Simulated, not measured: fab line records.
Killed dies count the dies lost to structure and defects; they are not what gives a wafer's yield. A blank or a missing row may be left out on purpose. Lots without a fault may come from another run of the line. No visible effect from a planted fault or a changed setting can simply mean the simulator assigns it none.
Matching of chambers / flow sky130 / 4 sister chambers for SKY_VIA2_ETCH_14 on rie-diel-01
The step etches BARC in N2/H2, stops on SiO2, time 45.9 s, target depth 60 nm. 8 wafers are shown with their chamber, then 12 later ones without.

EACH WAFER AND ITS CHAMBER
wafer=L082.3; chamber=3; drypump-motor-current-A (A)=5.8; throttle-valve-pct (%)=13.235
wafer=L086.2; chamber=3; drypump-motor-current-A (A)=5.8; throttle-valve-pct (%)=13.234
wafer=L087.4; chamber=1; drypump-motor-current-A (A)=5.6; throttle-valve-pct (%)=13.206
wafer=L088.1; chamber=2; drypump-motor-current-A (A)=5.5; throttle-valve-pct (%)=13.218
wafer=L088.6; chamber=2; drypump-motor-current-A (A)=5.6; throttle-valve-pct (%)=13.229
wafer=L089.1; chamber=1; drypump-motor-current-A (A)=5.6; throttle-valve-pct (%)=13.222
wafer=L089.2; chamber=0; drypump-motor-current-A (A)=6.0; throttle-valve-pct (%)=13.223
wafer=L089.4; chamber=0; drypump-motor-current-A (A)=6.0; throttle-valve-pct (%)=13.223

WAFERS WITHOUT THEIR CHAMBER
wafer=L091.2; drypump-motor-current-A (A)=5.6; throttle-valve-pct (%)=13.223
wafer=L091.3; drypump-motor-current-A (A)=5.5; throttle-valve-pct (%)=13.218
wafer=L091.6; drypump-motor-current-A (A)=6.0; throttle-valve-pct (%)=13.241
wafer=L093.3; drypump-motor-current-A (A)=5.6; throttle-valve-pct (%)=13.229
wafer=L093.4; drypump-motor-current-A (A)=5.6; throttle-valve-pct (%)=13.233
wafer=L093.6; drypump-motor-current-A (A)=5.6; throttle-valve-pct (%)=13.224
wafer=L095.3; drypump-motor-current-A (A)=6.0; throttle-valve-pct (%)=13.223
wafer=L095.4; drypump-motor-current-A (A)=5.6; throttle-valve-pct (%)=13.233
wafer=L095.6; drypump-motor-current-A (A)=5.6; throttle-valve-pct (%)=13.219
wafer=L096.2; drypump-motor-current-A (A)=6.0; throttle-valve-pct (%)=13.220
wafer=L096.5; drypump-motor-current-A (A)=5.5; throttle-valve-pct (%)=13.227
wafer=L096.6; drypump-motor-current-A (A)=5.6; throttle-valve-pct (%)=13.225

CHAMBER TAKEN BY EACH
wafer=L091.2; from the rows above=can't be placed: 1 or 2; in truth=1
wafer=L091.3; from the rows above=can't be placed: 2 or 1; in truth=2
wafer=L091.6; from the rows above=0; in truth=0
wafer=L093.3; from the rows above=can't be placed: 2 or 1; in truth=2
wafer=L093.4; from the rows above=can't be placed: 2 or 1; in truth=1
wafer=L093.6; from the rows above=can't be placed: 2 or 1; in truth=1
wafer=L095.3; from the rows above=0; in truth=0
wafer=L095.4; from the rows above=can't be placed: 2 or 1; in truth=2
wafer=L095.6; from the rows above=can't be placed: 1 or 2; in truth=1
wafer=L096.2; from the rows above=0; in truth=0
wafer=L096.5; from the rows above=can't be placed: 2 or 1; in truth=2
wafer=L096.6; from the rows above=can't be placed: 2 or 1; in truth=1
3 of 12 placed correctly. Not placeable from these rows: 9 (in 9, the candidates include the true chamber). Wrongly placed: 0.
How it was worked out, from the rows above alone: a wafer's distance from a chamber is the root of the sum, over the readings, of the square of ((its reading less the chamber's mean) divided by the reading's scatter). If the next closest chamber is less than 2 further off than the closest, the wafer can't be placed; otherwise it belongs to the closest. A chamber's mean is the mean of its shown wafers. The scatter is the square root of a quotient: the sum, over the shown wafers, of each reading's squared deviation from its chamber's mean, divided by wafers minus chambers.
